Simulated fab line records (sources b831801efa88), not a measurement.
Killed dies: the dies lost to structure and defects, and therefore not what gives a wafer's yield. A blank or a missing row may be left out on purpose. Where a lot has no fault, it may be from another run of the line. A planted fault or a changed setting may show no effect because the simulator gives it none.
The same fault as seen by 2 desks + flow gf180mcu + numbers are kept per desk, each desk with only its own; the story behind them comes last

== DESK OF THE TOOL OWNER: pvd sputter-02 ==
The tool's own readings at GF_MIM_SPUTTER_02 (material AlCu, target thk 450 nm, time 23.9 s): means of the sampled wafers that have a number, for each lot that ran on this tool. If a lot's mean is further than 4 standard deviations from the usual mean, the lot is out of limits and carries the mark OUT (the distance appears in the brackets).
Columns: A = chamber pressure pa at GF_MIM_SPUTTER_02, usual 0.3999 Pa; B = throttle valve pct at GF_MIM_SPUTTER_02, usual 29.7 %
| lot  | first seen here | A                | B    |
|------|-----------------|------------------|------|
| L503 | day 28 18:26    | 0.4577 (+71) OUT | 27.6 |
| L505 | day 28 23:22    | 0.4586 (+72) OUT | 28.4 |
| L514 | day 31 11:19    | 0.3999           | 30.0 |
Finding of this desk: L503, L505 out of limits; the first was L503 at day 28 18:26, on chamber pressure pa at GF_MIM_SPUTTER_02. L514 stayed within limits.

== THE METROLOGY DESK ==
Means of the sampled wafers that have a number, per lot and without regard to the tool the lot ran on: this is what the gauges read. If a lot's mean is further than 4 standard deviations from the usual mean, the lot is out of limits and carries the mark OUT (the distance appears in the brackets).
Columns: A = V4_W_RS at GF_V4_RS_MEAS_24, usual 0.324 ohm/sq; B = V4_W_THK at GF_V4_THK_MEAS_25, usual 353 nm
| lot  | first seen here | A     | B   |
|------|-----------------|-------|-----|
| L495 | day 25 20:20    | 0.321 | 349 |
| L503 | day 28 17:49    | 0.326 | 351 |
| L505 | day 28 22:49    | 0.325 | 354 |
| L506 | day 29 05:28    | 0.319 | 358 |
| L510 | day 30 09:44    | 0.323 | 351 |
| L514 | day 31 10:44    | 0.327 | 351 |
This desk's verdict: no lot among the 6 shows anything out of limits.

== BROUGHT TOGETHER ==
The tool owner's desk could have raised an alarm at day 28 18:26, on L503, L505.
From the metrology desk's view, nothing was out of limits.
The metrology desk holds a record of L503, L505, inside its limits.
The lots listed all ran GF_MIM_SPUTTER_02 on pvd sputter-02.

== WHAT THE SIMULATOR HAD PUT IN ==
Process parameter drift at GF_MIM_SPUTTER_02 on pvd sputter-02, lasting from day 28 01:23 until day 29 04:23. A move of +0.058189 in setting chamber pressure pa, from 0.4. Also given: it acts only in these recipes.
Lots struck among those shown: L503, L505.
Time in hours from fault onset to the first out-of-limits reading at each desk: the tool owner's desk, 17.
